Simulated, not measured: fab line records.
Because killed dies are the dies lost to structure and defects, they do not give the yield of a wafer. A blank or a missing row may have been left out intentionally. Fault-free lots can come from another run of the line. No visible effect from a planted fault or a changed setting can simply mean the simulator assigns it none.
2 desks looking at one fault -- flow gf180mcu -- each desk holds nothing but its own numbers, with what lay behind them at the end

== FROM THE METROLOGY DESK ==
Lot by lot, what the gauges showed, no matter which tool ran the lot: averages of those sampled wafers that carry a number. A lot is out of limits, marked OUT, if its mean lies more than 4 standard deviations from the usual mean; the brackets give that distance.
Columns: A = TOP_METAL_ALCU_THK at GF_TOP_METAL_THK_MEAS_06, usual 897 nm; B = PASSIVATION_CVD_02_THK at GF_PASSIVATION_THK_MEAS_03, usual 698 nm
lot,first seen here,A,B
L269,day 27 10:42,890,702
L270,day 27 17:42,884,692
L272,day 28 04:23,894,689
L277,day 29 18:59,890,703
L279,day 30 15:43,879,709
L280,day 30 18:44,902,709
L281,day 31 01:37,900,699
L282,day 31 06:50,902,704
L284,day 31 19:28,898,700
L287,day 32 16:25,898,689
L288,day 32 17:39,901,700
L291,day 33 16:04,887,703
This desk's finding: nothing out of limits on any of the 12 lots.

== DESK OF THE TOOL OWNER: plasma-asher-01 ==
The tool's own readings at GF_MIM_STRIP_20 (strips in O2/N2): means of the sampled wafers that have a number, for each lot that ran on this tool. A lot is out of limits, marked OUT, if its mean lies more than 4 standard deviations from the usual mean; the brackets give that distance.
Columns: A = drypump-motor-current-A at GF_MIM_STRIP_20, usual 5.7 A; B = heater-power-w at GF_MIM_STRIP_20, usual 334 W; C = oes-product-au at GF_MIM_STRIP_20, usual 0.693 a.u.; D = strip-time-to-endpoint-s at GF_MIM_STRIP_20, usual 11.22 s
lot,first seen here,A,B,C,D
L269,day 25 13:25,5.8,332,0.691,11.22
L272,day 26 08:03,5.8,329,0.695,11.27
L277,day 28 01:25,5.8,334,0.694,11.22
L281,day 29 09:10,5.8,328,0.690,11.22
L282,day 29 15:32,5.8,335,0.690,11.26
L284,day 30 04:31,5.8,336,0.689,11.21
L287,day 31 03:01,5.8,332,0.693,11.22
L291,day 32 05:40,5.9,345,0.692,11.22
This desk's finding: nothing out of limits on any of the 8 lots.

== ALL TOGETHER ==
The metrology desk saw nothing out of limits.
The tool owner's desk saw nothing out of limits.

== WHAT WAS PUT IN BY THE SIMULATOR ==
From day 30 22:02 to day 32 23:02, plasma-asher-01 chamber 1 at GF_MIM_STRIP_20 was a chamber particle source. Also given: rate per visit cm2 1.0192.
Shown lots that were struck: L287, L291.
